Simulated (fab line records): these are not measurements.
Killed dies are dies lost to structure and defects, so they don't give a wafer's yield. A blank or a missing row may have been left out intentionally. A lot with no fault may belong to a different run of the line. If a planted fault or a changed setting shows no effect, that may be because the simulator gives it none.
A single fault, viewed from 2 desks ; flow gf180mcu ; what lay behind the numbers comes last; until then each desk has only its own

== TOOL OWNER'S DESK, lpcvd-01 ==
The tool's own readings at GF_HV_LDD_CVD_54 (deposits SiO2 from TEOS, target thk 10 nm, time 75 s): means of the sampled wafers that have a number, for each lot that ran on this tool. The brackets show how far a lot's mean lies from the usual mean; more than 4 standard deviations puts the lot out of limits, marked OUT.
Columns: A = zonePowerCentrePct at GF_HV_LDD_CVD_54, usual 10.5 %
lot;first seen here;A
L532;day 12 21:54;9.3
L539;day 15 02:14;11.1
L540;day 15 05:34;9.3
L542;day 15 23:54;9.3
L544;day 16 17:44;9.4
L554;day 20 09:17;11.1
This desk found nothing out of limits on any of the 6 lots.

== AT THE METROLOGY DESK ==
What the gauges read, lot by lot, whatever tool the lot ran on: means of the sampled wafers that have a number. The brackets show how far a lot's mean lies from the usual mean; more than 4 standard deviations puts the lot out of limits, marked OUT.
Columns: A = HV_LDD_CVD_54_THK at GF_HV_LDD_THK_MEAS_55, usual 10.01 nm; B = M1_ALCU_RS at GF_M1_RS_MEAS_05, usual 0.0694 ohm/sq
lot;first seen here;A;B
L531;day 12 14:44;9.78;0.0696
L532;day 12 22:56;10.08;0.0699
L533;day 13 02:44;10.10;0.0690
L534;day 13 14:23;10.08;0.0687
L535;day 13 18:09;9.93;0.0694
L537;day 14 05:49;10.21;0.0703
L539;day 15 03:47;10.04;0.0701
L540;day 15 06:36;9.90;0.0694
L542;day 16 00:56;7.27 (-21) OUT;0.0698
L543;day 16 11:59;10.05;0.0700
L544;day 16 18:45;7.18 (-22) OUT;0.0690
L545;day 17 00:27;10.27;0.0699
L554;day 20 10:18;9.93;0.0700
This desk reports L542, L544 out of limits; the earliest was L542 at day 16 00:56 (HV_LDD_CVD_54_THK at GF_HV_LDD_THK_MEAS_55). L531, L532, L533, L534, L535, L537, L539, L540, L543, L545, L554 stayed within limits.

== TAKEN TOGETHER ==
L542, L544 would have let the metrology desk raise an alarm at day 16 00:56.
Nothing out of limits was seen by the tool owner's desk.
The tool owner's desk has L542, L544 on record, within its limits.
The lots listed all ran GF_HV_LDD_CVD_54 on lpcvd-01.

== WHAT THE SIMULATOR PUT IN ==
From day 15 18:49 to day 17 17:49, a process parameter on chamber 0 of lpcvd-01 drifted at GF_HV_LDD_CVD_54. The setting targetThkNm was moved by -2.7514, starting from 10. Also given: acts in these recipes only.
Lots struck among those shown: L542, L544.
Per desk, hours elapsed from the start of the fault to the first reading out of limits: for the metrology desk, 6.
